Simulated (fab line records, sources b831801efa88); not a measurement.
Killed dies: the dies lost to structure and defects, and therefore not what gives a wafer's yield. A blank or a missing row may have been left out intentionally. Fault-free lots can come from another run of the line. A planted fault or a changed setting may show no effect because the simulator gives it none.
fab line records + flow sky130
record
- lots=11
- wafers=33
- lastDay=50
route steps=708 shown VT_ADJUST_HVTR@139 SONOS_TUNNEL@161 SONOS_ONO@168 GATE_OXIDE@189 PAD_OPEN@708
lots that met no fault: taken from a fault-free run of the same line
startH: hours from the record's first day to the start of the lot's first wafer shown + waitH: hours from the lot's prior step to this one + " unchanged from the row above + L1.1+2: a single row standing in for several wafers + - either no value or no given start + * or withheld: withheld + < > ~ a bound
route shown NAME@n: a module of which the file shows steps, and the number in the route of the first + usual: mean/standard deviation taken from wafers without a fault + same: alike in all rows + chamber/n: place in a boat + sites: the reading at each site + _std_site: their standard deviation + _edge_site: mean of outer sites minus mean of inner sites + radiusMm: for every site, how far away it sits from the centre of the wafer + mask NAME#n: copy n + behind: the tool/chamber that last shaped the wafer + hold: why the lot went on hold/how many hours it stayed there/how the hold came to an end + device: whichever transistor did not switch (one of n, p or np) + end of line: tests of these same wafers at the route's end + step lacking rows: just its recipe + killed: at the first sort, the dies lost to defects and structure; wafer yield is something else + map: a wafer's dies, marking killed ones x, the rest . and places with no die _
set.NAME: the setting as run; set.NAME@STEP: as run at that earlier step + model.NAME: the simulator's own value behind a step, which no gauge read
steps of the route over a sample of lots; a table a step, a row a wafer
services: the hour from which a tool's chamber was out of use, counted from the record's first day as startH (under 0 if before that day), plus the number of hours and why
## steps
# step SKY_VT_ADJUST_HVTR_OVL_MEAS_08
# usual
- VT_ADJUST_HVTR_OVL=0.2/1.2
| lot.wafer | tool       | chamber | startH | waitH | VT_ADJUST_HVTR_OVL[nm] |
|-----------|------------|---------|--------|-------|------------------------|
| L180.4    | overlay-02 | -       | 199.41 | 0.1   | -0.1                   |
| L180.5    | "          | -       | "      | "     | -0.2                   |
| L180.6    | "          | -       | "      | "     | 1.3                    |
| L183.2    | overlay-02 | -       | 222.74 | 0.1   | 2.7                    |
| L183.4    | "          | -       | "      | "     | 2.6                    |
| L183.5    | "          | -       | "      | "     | 2.8                    |
| L186.1    | overlay-02 | -       | 237.71 | 0.1   | -0.3                   |
| L186.5    | "          | -       | "      | "     | -0.9                   |
| L186.6    | "          | -       | "      | "     | -0.3                   |
| L187.2    | overlay-01 | -       | 250.51 | 0.1   | 1.6                    |
| L187.4    | "          | -       | "      | "     | 1.4                    |
| L187.6    | "          | -       | "      | "     | 2.0                    |
| L188.1    | overlay-02 | -       | 262.14 | 0.1   | -2.3                   |
| L188.5    | "          | -       | "      | "     | -1.1                   |
| L188.6    | "          | -       | "      | "     | -2.0                   |
| L193.2    | overlay-01 | -       | 296.01 | 0.1   | 0.9                    |
| L193.3    | "          | -       | "      | "     | 2.5                    |
| L193.4    | "          | -       | "      | "     | 1.5                    |
| L194.1    | overlay-01 | -       | 300.69 | 0.1   | 0.7                    |
| L194.4    | "          | -       | "      | "     | -0.5                   |
| L194.5    | "          | -       | "      | "     | 1.0                    |
| L195.3    | overlay-01 | -       | 311.70 | 0.1   | -0.1                   |
| L195.4    | "          | -       | "      | "     | 0.8                    |
| L195.5    | "          | -       | "      | "     | -0.4                   |
| L201.1    | overlay-02 | -       | 353.04 | 0.1   | -0.1                   |
| L201.2    | "          | -       | "      | "     | -0.1                   |
| L201.4    | "          | -       | "      | "     | -0.1                   |
| L202.4    | overlay-01 | -       | 361.17 | 0.1   | -1.2                   |
| L202.5    | "          | -       | "      | "     | 1.1                    |
| L202.6    | "          | -       | "      | "     | -0.3                   |
| L203.2    | overlay-01 | -       | 369.89 | 0.1   | -0.2                   |
| L203.3    | "          | -       | "      | "     | -0.3                   |
| L203.5    | "          | -       | "      | "     | 1.1                    |
# step SKY_SONOS_TUNNEL_CD_MEAS_07
# recipe
- targetCdNm=410
# usual
- cdNm=410.1/2.2
| lot.wafer | tool     | chamber | startH | waitH | cdNm  |
|-----------|----------|---------|--------|-------|-------|
| L180.4    | cdSem-02 | -       | 244.17 | 0.1   | 406.5 |
| L180.5    | "        | -       | "      | "     | 408.0 |
| L180.6    | "        | -       | "      | "     | 406.7 |
| L183.2    | cdSem-02 | -       | 269.24 | 0.1   | 409.7 |
| L183.4    | "        | -       | "      | "     | 410.4 |
| L183.5    | "        | -       | "      | "     | 409.3 |
| L186.1    | cdSem-02 | -       | 285.11 | 0.1   | 410.0 |
| L186.5    | "        | -       | "      | "     | 409.7 |
| L186.6    | "        | -       | "      | "     | 408.8 |
| L187.2    | cdSem-02 | -       | 298.53 | 0.1   | 412.0 |
| L187.4    | "        | -       | "      | "     | 411.8 |
| L187.6    | "        | -       | "      | "     | 412.1 |
| L188.1    | cdSem-01 | -       | 311.21 | 0.1   | 412.3 |
| L188.5    | "        | -       | "      | "     | 409.6 |
| L188.6    | "        | -       | "      | "     | 411.1 |
| L193.2    | cdSem-02 | -       | 349.73 | 0.1   | 414.5 |
| L193.3    | "        | -       | "      | "     | 410.6 |
| L193.4    | "        | -       | "      | "     | 411.5 |
| L194.1    | cdSem-02 | -       | 352.86 | 0.1   | 408.3 |
| L194.4    | "        | -       | "      | "     | 408.9 |
| L194.5    | "        | -       | "      | "     | 409.2 |
| L195.3    | cdSem-01 | -       | 365.48 | 0.1   | 410.0 |
| L195.4    | "        | -       | "      | "     | 409.7 |
| L195.5    | "        | -       | "      | "     | 411.6 |
| L201.1    | cdSem-02 | -       | 410.59 | 0.1   | 410.6 |
| L201.2    | "        | -       | "      | "     | 410.6 |
| L201.4    | "        | -       | "      | "     | 410.3 |
| L202.4    | cdSem-01 | -       | 419.67 | 0.1   | 404.2 |
| L202.5    | "        | -       | "      | "     | 404.5 |
| L202.6    | "        | -       | "      | "     | 406.6 |
| L203.2    | cdSem-01 | -       | 427.96 | 0.1   | 411.9 |
| L203.3    | "        | -       | "      | "     | 410.7 |
| L203.5    | "        | -       | "      | "     | 410.2 |
# step SKY_SONOS_ONO_OXIDATION_00
# recipe
- tempC=800
- ambient=O2
- idleTempC=700
- rampUpCPerMin=10
- rampDownCPerMin=3
- stabiliseS=600
- purgeS=300
- targetThkA=26
- oxTimeS=1249
# usual
- rampUpCPerMin=10.000/0.0018
- spikeTcBottomC=819.0/1
- spikeTcCentreC=799.3/1.1
- spikeTcLowerC=801.8/2.4
- spikeTcTopC=813.2/2.5
- spikeTcUpperC=800.2/1.1
- tubeCenterTempC=800/0.078
- tube_center_temp_C_max=802.1/0.35
- zonePowerBottomPct=24.2/0.45
- zonePowerTopPct=23.6/1.2
- zonePowerUpperPct=13.4/0.38
| lot.wafer | tool       | chamber | startH | waitH | rampUpCPerMin | spikeTcBottomC | spikeTcCentreC | spikeTcLowerC | spikeTcTopC | spikeTcUpperC | tubeCenterTempC | tube_center_temp_C_max | zonePowerBottomPct | zonePowerTopPct | zonePowerUpperPct |
|-----------|------------|---------|--------|-------|---------------|----------------|----------------|---------------|-------------|---------------|-----------------|------------------------|--------------------|-----------------|-------------------|
| L180.4    | furnace-01 | 0       | 248.63 | 3.9   | 9.9984        | 819.7          | 798.9          | 804.0         | 810.5       | 799.5         | 799.98          | 801.9                  | 23.9               | 24.5            | 13.6              |
| L180.5    | "          | 0       | "      | "     | 9.9989        | 817.6          | 801.3          | 804.1         | 810.5       | 800.3         | 799.89          | 801.6                  | 24.0               | 24.7            | 13.7              |
| L180.6    | "          | 0       | "      | "     | 9.9989        | 819.3          | 799.8          | 803.4         | 810.9       | 800.5         | 799.93          | 801.5                  | 24.0               | 24.8            | 13.9              |
| L183.2    | furnace-02 | 0       | 270.80 | 0.9   | 10.003        | 816.7          | 797.9          | 799.0         | 814.1       | 800.3         | 800.09          | 802.6                  | 24.7               | 22.3            | 13.0              |
| L183.4    | "          | 0       | "      | "     | 10.001        | 820.5          | 799.2          | 799.8         | 815.2       | 800.4         | 799.92          | 802.2                  | 24.7               | 22.3            | 12.8              |
| L183.5    | "          | 0       | "      | "     | 10.005        | 818.8          | 798.9          | 799.6         | 816.7       | 801.2         | 800.08          | 803.0                  | 24.4               | 22.0            | 13.2              |
| L186.1    | furnace-02 | 0       | 286.62 | 0.9   | 10.000        | 820.5          | 801.1          | 799.5         | 813.2       | 798.0         | 799.91          | 802.6                  | 24.7               | 22.3            | 13.1              |
| L186.5    | "          | 0       | "      | "     | 10.0000       | 819.9          | 801.5          | 798.9         | 815.0       | 800.9         | 800.01          | 801.9                  | 24.2               | 22.3            | 13.0              |
| L186.6    | "          | 0       | "      | "     | 9.9978        | 819.6          | 799.7          | 800.0         | 816.3       | 800.9         | 799.94          | 801.8                  | 25.0               | 22.4            | 13.1              |
| L187.2    | furnace-02 | 0       | 299.25 | 0.1   | 10.000        | 818.6          | 797.0          | 799.9         | 816.5       | 800.5         | 799.97          | 802.3                  | 24.5               | 22.5            | 12.9              |
| L187.4    | "          | 0       | "      | "     | 10.000        | 820.2          | 797.9          | 799.7         | 817.6       | 800.2         | 800             | 801.8                  | 24.7               | 22.3            | 13.0              |
| L187.6    | "          | 0       | "      | "     | 10.003        | 818.3          | 798.5          | 798.4         | 813.9       | 801.3         | 799.97          | 802.0                  | 24.4               | 22.3            | 12.8              |
| L188.1    | furnace-02 | 0       | 313.16 | 1.1   | 9.9989        | 819.6          | 798.7          | 800.6         | 815.6       | 800.3         | 799.93          | 802.5                  | 24.6               | 22.3            | 13.0              |
| L188.5    | "          | 0       | "      | "     | 10.002        | 819.1          | 799.0          | 799.8         | 815.4       | 802.3         | 800.08          | 802.3                  | 24.7               | 22.2            | 13.2              |
| L188.6    | "          | 0       | "      | "     | 10.000        | 819.2          | 798.9          | 798.0         | 816.4       | 799.3         | 799.87          | 801.9                  | 24.5               | 22.3            | 13.2              |
| L193.2    | furnace-01 | 0       | 350.53 | 0.0   | 10.003        | 817.5          | 799.4          | 804.1         | 810.3       | 799.3         | 799.96          | 801.9                  | 23.9               | 24.6            | 13.6              |
| L193.3    | "          | 0       | "      | "     | 9.9964        | 818.2          | 799.9          | 802.1         | 810.4       | 799.9         | 799.88          | 802.0                  | 24.1               | 24.7            | 13.6              |
| L193.4    | "          | 0       | "      | "     | 10.002        | 817.6          | 800.3          | 804.8         | 811.3       | 797.5         | 799.94          | 801.7                  | 24.2               | 24.6            | 13.9              |
| L194.1    | furnace-01 | 0       | 354.63 | 1.1   | 9.9998        | 802.1          | 781.0          | 784.4         | 794.2       | 782.2         | 781.57          | 783.6                  | 23.1               | 24.1            | 13.2              |
| L194.4    | "          | 0       | "      | "     | 10.001        | 802.0          | 782.0          | 785.9         | 792.6       | 779.9         | 781.47          | 783.3                  | 23.2               | 23.9            | 13.2              |
| L194.5    | "          | 0       | "      | "     | 10.002        | 801.1          | 782.7          | 787.5         | 793.5       | 781.8         | 781.51          | 783.3                  | 22.8               | 24.3            | 13.1              |
| L195.3    | furnace-01 | 0       | 368.05 | 2.0   | 10.002        | 800.7          | 780.5          | 784.0         | 793.2       | 781.3         | 781.54          | 784.1                  | 23.0               | 24.1            | 13.2              |
| L195.4    | "          | 0       | "      | "     | 9.9969        | 801.4          | 781.0          | 786.3         | 792.4       | 781.1         | 781.54          | 783.9                  | 22.9               | 24.0            | 13.1              |
| L195.5    | "          | 0       | "      | "     | 10.001        | 799.2          | 782.0          | 786.2         | 792.7       | 780.4         | 781.48          | 782.9                  | 22.9               | 24.2            | 13.4              |
| L201.1    | furnace-02 | 0       | 413.58 | 2.3   | 10.004        | 818.9          | 798.4          | 799.5         | 814.7       | 800.2         | 800.02          | 801.9                  | 24.3               | 22.2            | 13.0              |
| L201.2    | "          | 0       | "      | "     | 9.9987        | 819.0          | 796.4          | 798.5         | 816.3       | 800.6         | 799.9           | 801.5                  | 24.7               | 22.2            | 13.1              |
| L201.4    | "          | 0       | "      | "     | 10.000        | 818.0          | 799.5          | 800.2         | 815.2       | 800.9         | 799.95          | 801.8                  | 24.5               | 22.5            | 13.1              |
| L202.4    | furnace-02 | 0       | 421.79 | 1.5   | 10.002        | 820.3          | 799.6          | 798.7         | 816.3       | 801.0         | 800.08          | 802.2                  | 24.4               | 22.0            | 12.8              |
| L202.5    | "          | 0       | "      | "     | 10.003        | 819.5          | 797.8          | 799.3         | 816.1       | 800.3         | 799.96          | 801.6                  | 24.5               | 22.3            | 13.2              |
| L202.6    | "          | 0       | "      | "     | 10.001        | 820.8          | 797.1          | 800.8         | 815.4       | 798.1         | 800.05          | 801.8                  | 24.7               | 22.2            | 12.9              |
| L203.2    | furnace-01 | 0       | 428.59 | 0.0   | 10.002        | 818.8          | 800.0          | 804.8         | 809.9       | 799.0         | 799.92          | 802.0                  | 23.6               | 25.4            | 13.5              |
| L203.3    | "          | 0       | "      | "     | 10.000        | 821.6          | 800.7          | 802.8         | 810.3       | 801.1         | 800.06          | 802.2                  | 24.0               | 24.8            | 13.9              |
| L203.5    | "          | 0       | "      | "     | 9.9989        | 818.5          | 799.3          | 803.2         | 812.3       | 800.6         | 799.99          | 801.8                  | 23.8               | 24.8            | 13.8              |
# step SKY_SONOS_ONO_THK_MEAS_01
# recipe
- reads=SiO2_of_SONOS_ONO_OXIDATION_00
# usual
- SONOS_ONO_OXIDATION_THK=2.62/0.059
| lot.wafer | tool         | chamber | startH | waitH | hold                    | SONOS_ONO_OXIDATION_THK[nm] |
|-----------|--------------|---------|--------|-------|-------------------------|-----------------------------|
| L180.4    | filmMetro-03 | -       | 250.01 | 0.0   | -                       | 2.72                        |
| L180.5    | "            | -       | "      | "     | -                       | 2.71                        |
| L180.6    | "            | -       | "      | "     | -                       | 2.73                        |
| L183.2    | filmMetro-03 | -       | 272.15 | 0.0   | -                       | 2.59                        |
| L183.4    | "            | -       | "      | "     | -                       | 2.58                        |
| L183.5    | "            | -       | "      | "     | -                       | 2.60                        |
| L186.1    | filmMetro-01 | -       | 287.96 | 0.0   | -                       | 2.66                        |
| L186.5    | "            | -       | "      | "     | -                       | 2.67                        |
| L186.6    | "            | -       | "      | "     | -                       | 2.60                        |
| L187.2    | filmMetro-01 | -       | 300.60 | 0.0   | -                       | 2.63                        |
| L187.4    | "            | -       | "      | "     | -                       | 2.61                        |
| L187.6    | "            | -       | "      | "     | -                       | 2.55                        |
| L188.1    | filmMetro-01 | -       | 314.51 | 0.0   | -                       | 2.64                        |
| L188.5    | "            | -       | "      | "     | -                       | 2.63                        |
| L188.6    | "            | -       | "      | "     | -                       | 2.61                        |
| L193.2    | filmMetro-03 | -       | 351.89 | 0.0   | -                       | 2.70                        |
| L193.3    | "            | -       | "      | "     | -                       | 2.69                        |
| L193.4    | "            | -       | "      | "     | -                       | 2.69                        |
| L194.1    | filmMetro-04 | -       | 355.97 | 0.0   | awaitDispo/0.2h/release | 2.12                        |
| L194.4    | "            | -       | "      | "     | awaitDispo/0.2h/release | 2.02                        |
| L194.5    | "            | -       | "      | "     | awaitDispo/0.2h/release | 2.07                        |
| L194.1    | filmMetro-04 | -       | 356.20 | 0.2   | -                       | 2.06                        |
| L194.4    | "            | -       | "      | "     | -                       | 2.00                        |
| L194.5    | "            | -       | "      | "     | -                       | 2.14                        |
| L195.3    | filmMetro-04 | -       | 369.42 | 0.0   | awaitDispo/0.2h/release | 1.97                        |
| L195.4    | "            | -       | "      | "     | awaitDispo/0.2h/release | 1.96                        |
| L195.5    | "            | -       | "      | "     | awaitDispo/0.2h/release | 1.94                        |
| L195.3    | filmMetro-04 | -       | 369.69 | 0.3   | -                       | 2.03                        |
| L195.4    | "            | -       | "      | "     | -                       | 2.01                        |
| L195.5    | "            | -       | "      | "     | -                       | 2.01                        |
| L201.1    | filmMetro-01 | -       | 414.92 | 0.0   | -                       | 2.56                        |
| L201.2    | "            | -       | "      | "     | -                       | 2.55                        |
| L201.4    | "            | -       | "      | "     | -                       | 2.51                        |
| L202.4    | filmMetro-03 | -       | 423.16 | 0.0   | -                       | 2.63                        |
| L202.5    | "            | -       | "      | "     | -                       | 2.57                        |
| L202.6    | "            | -       | "      | "     | -                       | 2.62                        |
| L203.2    | filmMetro-03 | -       | 429.95 | 0.0   | -                       | 2.53                        |
| L203.3    | "            | -       | "      | "     | -                       | 2.64                        |
| L203.5    | "            | -       | "      | "     | -                       | 2.67                        |
# step SKY_GATE_OXIDE_THK_MEAS_02
# recipe
- reads=SiO2_of_GATE_OXIDE_OXIDATION_01
# usual
- GATE_OXIDE_OXIDATION_00_THK=10.46/0.21
| lot.wafer | tool         | chamber | startH | waitH | GATE_OXIDE_OXIDATION_00_THK[nm] |
|-----------|--------------|---------|--------|-------|---------------------------------|
| L180.4    | filmMetro-02 | -       | 278.75 | 0.0   | 10.70                           |
| L180.5    | "            | -       | "      | "     | 10.50                           |
| L180.6    | "            | -       | "      | "     | 10.54                           |
| L183.2    | filmMetro-03 | -       | 301.78 | 0.0   | 10.29                           |
| L183.4    | "            | -       | "      | "     | 10.61                           |
| L183.5    | "            | -       | "      | "     | 10.31                           |
| L186.1    | filmMetro-02 | -       | 320.82 | 0.0   | 10.51                           |
| L186.5    | "            | -       | "      | "     | 10.51                           |
| L186.6    | "            | -       | "      | "     | 10.54                           |
| L187.2    | filmMetro-03 | -       | 330.59 | 0.0   | 10.14                           |
| L187.4    | "            | -       | "      | "     | 10.35                           |
| L187.6    | "            | -       | "      | "     | 9.98                            |
| L188.1    | filmMetro-03 | -       | 348.39 | 0.0   | 10.61                           |
| L188.5    | "            | -       | "      | "     | 10.74                           |
| L188.6    | "            | -       | "      | "     | 10.61                           |
| L193.2    | filmMetro-02 | -       | 385.06 | 0.0   | 10.43                           |
| L193.3    | "            | -       | "      | "     | 10.56                           |
| L193.4    | "            | -       | "      | "     | 10.34                           |
| L194.1    | filmMetro-04 | -       | 387.99 | 0.0   | 10.26                           |
| L194.4    | "            | -       | "      | "     | 10.29                           |
| L194.5    | "            | -       | "      | "     | 10.39                           |
| L195.3    | filmMetro-03 | -       | 403.06 | 0.0   | 9.82                            |
| L195.4    | "            | -       | "      | "     | 10.00                           |
| L195.5    | "            | -       | "      | "     | 10.00                           |
| L201.1    | filmMetro-03 | -       | 451.86 | 0.0   | 10.69                           |
| L201.2    | "            | -       | "      | "     | 10.80                           |
| L201.4    | "            | -       | "      | "     | 10.65                           |
| L202.4    | filmMetro-04 | -       | 460.82 | 0.0   | 10.41                           |
| L202.5    | "            | -       | "      | "     | 10.66                           |
| L202.6    | "            | -       | "      | "     | 10.45                           |
| L203.2    | filmMetro-02 | -       | 466.64 | 0.0   | 10.55                           |
| L203.3    | "            | -       | "      | "     | 10.59                           |
| L203.5    | "            | -       | "      | "     | 10.69                           |
# step SKY_PAD_OPEN_PROBE_99
# usual
- killed_at_M0_to_M3=42/6.6
- killed_at_M4_up=3.1/1.9
- killedAtContacts=25/5.7
- killedAtFrontEnd=16/5
- killedAtOther=0.2/0.38
- killedDies=86/9.6
- killedOpen=47/7.2
- killedShort=39/6.2
# same
- grossDies=492
- killedAtBackSide=0
| lot.wafer | tool      | chamber | startH  | waitH | killed_at_M0_to_M3 | killed_at_M4_up | killedAtContacts | killedAtFrontEnd | killedAtOther | killedDies | killedOpen | killedShort |
|-----------|-----------|---------|---------|-------|--------------------|-----------------|------------------|------------------|---------------|------------|------------|-------------|
| L188.1    | prober-01 | -       | 1128.58 | 0.1   | 39                 | 0               | 25               | 11               | 0             | 75         | 48         | 27          |
| L188.5    | prober-01 | -       | 1128.78 | 0.2   | 46                 | 3               | 23               | 14               | 0             | 86         | 48         | 38          |
| L188.6    | prober-01 | -       | 1128.83 | 0.2   | 45                 | 2               | 27               | 11               | 1             | 86         | 45         | 41          |
# killed by level:class
L188.1 LI_CONTACT:geometricParticle:open=10 VIA1:geometricParticle:open=8 VIA3:geometricParticle:open=7 METAL1:geometricParticle:short=6 VIA2:geometricParticle:open=6 LI_CONTACT:geometricParticle:short=5 CONTACT:geometricParticle:open=5 FIELD_ISO:geometricParticle:short=4
L188.5 VIA3:geometricParticle:open=10 METAL1:geometricParticle:short=10 LI_CONTACT:geometricParticle:open=9 VIA2:geometricParticle:open=6 CONTACT:geometricParticle:short=6 CONTACT:geometricParticle:open=6 METAL2:geometricParticle:short=6 VIA1:geometricParticle:open=5
L188.6 LI_CONTACT:geometricParticle:open=11 VIA1:geometricParticle:open=10 METAL1:geometricParticle:short=10 METAL2:geometricParticle:short=7 LI_CONTACT:geometricParticle:short=6 CONTACT:geometricParticle:open=6 FIELD_ISO:geometricParticle:short=5 VIA2:geometricParticle:open=5
## services
| tool       | chamber | startH | hours | kind   |
|------------|---------|--------|-------|--------|
| furnace-02 | -       | 236.87 | 14.8  | repair |
| furnace-01 | -       | 287.43 | 3.3   | pm     |
| furnace-02 | -       | 364.26 | 3.5   | pm     |
## key
firstSign
- step=SKY_SONOS_ONO_OXIDATION_00
- reading=tubeCenterTempC
- direction=down
- sigmas=99+
- usual=*
- struck=*
effect
- step=SKY_SONOS_ONO_OXIDATION_00
- reading=tube_center_temp_C_max
- direction=down
- sigmas=53
- usual=*
- struck=*
effect
- step=SKY_SONOS_ONO_THK_MEAS_01
- reading=visit
- direction=added
effect
- step=SKY_SONOS_ONO_THK_MEAS_01
- reading=SONOS_ONO_OXIDATION_THK
- direction=down
- sigmas=10
- usual=2.62
- struck=2.01
metAt SKY_SONOS_ONO_OXIDATION_00
struckLots L194,L195
testerLeftOut L194,L195
notActingAt SKY_VT_ADJUST_HVTR_OVL_MEAS_08,SKY_SONOS_TUNNEL_CD_MEAS_07,SKY_GATE_OXIDE_THK_MEAS_02
onsetBetween 350.53 354.63
fault
- kind=processParameterDrift
- tool=furnace-01
- chamber=-
- onsetH=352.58
- steps=SKY_SONOS_ONO_OXIDATION_00
- channel=tempC
- offset=*
- shape=step
- endH=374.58
- actsIn=*
- stated=*
# testerLeftOut: of these lots the tester's yield and bins aren't shown, on N5 and GAA mostly nor the transistor test; their killed dies are dies lost to structure and defects alone, not to doping, threshold or leakage, so they don't give the yield
